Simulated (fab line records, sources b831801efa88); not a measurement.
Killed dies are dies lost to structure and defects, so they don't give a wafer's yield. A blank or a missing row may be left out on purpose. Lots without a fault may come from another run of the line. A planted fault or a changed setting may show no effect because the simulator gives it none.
Which tool did it? | flow sky130 | 11 lots, 33 wafers sampled, at 3 steps of a route of 708

WHAT THE GAUGES READ, wafer by wafer
SKY_CAPM_OVL_MEAS_12. Usual: CAPM_OVL 1.4 nm, standard deviation 1.4.
lot  | measured     | on         | CAPM_OVL (nm) | flag
L307 | day 38 06:24 | overlay-02 | 0.3 3.1 0.6   |
L310 | day 39 04:04 | overlay-01 | 0.2 1.6 0.8   |
L313 | day 39 19:25 | overlay-01 | 3.4 1.1 3.5   |
L314 | day 40 04:25 | overlay-01 | 2.7 3.8 1.5   |
L316 | day 40 23:25 | overlay-02 | 0.3 1.1 3.3   |
L317 | day 41 06:31 | overlay-01 | 0.9 1.9 2.2   |
L318 | day 41 16:40 | overlay-02 | 0.8 1.8 2.0   |
L322 | day 42 15:12 | overlay-01 | 1.2 2.8 3.3   |
L325 | day 43 09:13 | overlay-02 | 2.4 -0.4 1.9  |
L327 | day 43 18:22 | overlay-02 | 0.4 -1.4 -0.4 |
L328 | day 44 02:34 | overlay-01 | 1.3 -1.8 0.0  |

WHICH TOOL RAN EACH LOT (tool, then ch and the chambers of the sampled wafers, then the start)
lot  | SKY_VIA2_SPUTTER_20          | SKY_METAL3_SPUTTER_01
L307 | pvd_sputter-01, day 37 04:49 | pvd_sputter-04, day 37 05:30
L310 | pvd_sputter-03, day 38 02:00 | pvd_sputter-02, day 38 02:49
L313 | pvd_sputter-02, day 38 17:39 | pvd_sputter-02, day 38 18:21
L314 | pvd_sputter-03, day 39 02:52 | pvd_sputter-04, day 39 03:38
L316 | pvd_sputter-02, day 39 22:24 | pvd_sputter-04, day 39 23:05
L317 | pvd_sputter-01, day 40 05:09 | pvd_sputter-02, day 40 05:51
L318 | pvd_sputter-01, day 40 15:36 | pvd_sputter-04, day 40 16:17
L322 | pvd_sputter-03, day 41 14:31 | pvd_sputter-04, day 41 15:12
L325 | pvd_sputter-02, day 42 08:47 | pvd_sputter-02, day 42 09:29
L327 | pvd_sputter-02, day 42 18:17 | pvd_sputter-04, day 42 19:07
L328 | pvd_sputter-03, day 43 02:31 | pvd_sputter-02, day 43 03:13
- SKY_VIA2_SPUTTER_20: material TiN, target thk 20 nm, time 80 s.
- SKY_METAL3_SPUTTER_01: material TiN, target thk 20 nm, time 16.7 s.

WHAT THE TOOLS THEMSELVES READ (means of the sampled wafers that have a number; where no wafer has one, the mark that the record gives instead)
SKY_VIA2_SPUTTER_20. Usual: throttle_valve_pct 29.9 %, standard deviation 0.93.
lot  | tool           | throttle_valve_pct (%) | flag
L307 | pvd_sputter-01 | 30.5                   |
L310 | pvd_sputter-03 | 30.7                   |
L313 | pvd_sputter-02 | 29.2                   |
L314 | pvd_sputter-03 | 31.3                   |
L316 | pvd_sputter-02 | 29.3                   |
L317 | pvd_sputter-01 | 29.6                   |
L318 | pvd_sputter-01 | 29.2                   |
L322 | pvd_sputter-03 | 31.2                   |
L325 | pvd_sputter-02 | 29.2                   |
L327 | pvd_sputter-02 | 29.1                   |
L328 | pvd_sputter-03 | 31.0                   |

SKY_METAL3_SPUTTER_01. Usual: throttle_valve_pct 29.8 %, standard deviation 0.77.
lot  | tool           | throttle_valve_pct (%) | flag
L307 | pvd_sputter-04 | 30.3                   |
L310 | pvd_sputter-02 | 29.3                   |
L313 | pvd_sputter-02 | 29.5                   |
L314 | pvd_sputter-04 | 30.4                   |
L316 | pvd_sputter-04 | 30.8                   |
L317 | pvd_sputter-02 | 29.2                   |
L318 | pvd_sputter-04 | 29.8                   |
L322 | pvd_sputter-04 | 30.2                   |
L325 | pvd_sputter-02 | 29.6                   |
L327 | pvd_sputter-04 | 29.5                   |
L328 | pvd_sputter-02 | 29.0                   |

THE ANSWER, worked out from the rows above alone
Rule: a lot is off if the mean of its wafers that have a number lies more than 3 standard deviations from the usual mean. A lot without any number at a reading at which 4 lots or more have one is off too. The other lots that the step has rows for count as sound. The gauges are gone through in route order, then the tools' own readings, and for those a lot's mean is taken as printed above. The first step at which some lot is off is used, and at that step the reading that is off furthest; a lot without a number counts as furthest.
No lot is off at any reading shown: from this, nothing can be told.

WHAT THE SIMULATOR HAD PUT IN
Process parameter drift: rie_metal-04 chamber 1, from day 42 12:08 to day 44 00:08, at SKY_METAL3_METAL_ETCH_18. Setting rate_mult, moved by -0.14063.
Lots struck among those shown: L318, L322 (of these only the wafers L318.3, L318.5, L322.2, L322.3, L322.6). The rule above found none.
